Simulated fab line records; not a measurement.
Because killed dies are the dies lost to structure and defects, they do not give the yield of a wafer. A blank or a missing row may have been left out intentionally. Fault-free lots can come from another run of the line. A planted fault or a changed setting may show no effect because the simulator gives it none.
The same fault as seen by 2 desks -- flow gf180mcu -- every desk sees just its own numbers, and what lay behind them comes last

== THE METROLOGY DESK ==
What the gauges read, lot by lot, whatever tool the lot ran on: means of the sampled wafers that have a number. If a lot's mean is further than 4 standard deviations from the usual mean, the lot is out of limits and carries the mark OUT (the distance appears in the brackets).
Columns: A = V3_CVD_02_THK at GF_V3_THK_MEAS_03, usual 852 nm
lot,first seen here,A
L410,day 22 02:49,857
L411,day 22 15:10,860
L412,day 23 01:37,854
L413,day 23 07:39,685 (-15) OUT
L415,day 24 00:50,686 (-15) OUT
L424,day 26 23:59,850
L425,day 27 03:36,854
L426,day 27 10:33,862
L427,day 27 15:37,828
L429,day 28 11:25,848
L431,day 28 19:19,854
This desk's result: L413, L415 out of limits, first on L413 (V3_CVD_02_THK at GF_V3_THK_MEAS_03), day 23 07:39. L410, L411, L412, L424, L425, L426, L427, L429, L431 stayed within limits.

== AT THE TOOL OWNER'S DESK: pecvd-01 ==
The tool's own readings at GF_V3_CVD_02 (deposits SiO2 from TEOS, target thk 850 nm, time 94.851 s): means of the sampled wafers that have a number, for each lot that ran on this tool. If a lot's mean is further than 4 standard deviations from the usual mean, the lot is out of limits and carries the mark OUT (the distance appears in the brackets).
Columns: A = heater power w at GF_V3_CVD_02, usual 659 W; B = run length s at GF_V3_CVD_02, usual 123.1 s
lot,first seen here,A,B
L410,day 22 02:44,614,123.0
L411,day 22 15:05,737,123.5
L412,day 23 01:32,620,123.0
L413,day 23 07:34,606,104.1 (-40) OUT
L415,day 24 00:46,620,104.0 (-41) OUT
L424,day 26 23:55,578,123.2
L425,day 27 03:31,661,123.0
L426,day 27 10:29,608,123.1
L431,day 28 19:14,597,123.1
Finding of this desk: L413, L415 out of limits; the first was L413 at day 23 07:34, on run length s at GF_V3_CVD_02. L410, L411, L412, L424, L425, L426, L431 stayed within limits.

== BROUGHT TOGETHER ==
At day 23 07:34, on L413, L415, the tool owner's desk was in a position to raise an alarm.
An alarm was possible from the metrology desk at day 23 07:39, on L413, L415.
GF_V3_CVD_02 was run on pecvd-01 by each of the lots named.

== WHAT THE SIMULATOR HAD INSERTED ==
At GF_V3_CVD_02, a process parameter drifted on pecvd-01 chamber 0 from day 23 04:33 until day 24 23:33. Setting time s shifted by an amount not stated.
Struck lots among those shown: L413, L415.
Counting hours from when the fault started, the first reading out of limits came at 3 for the tool owner's desk and at 3 for the metrology desk.
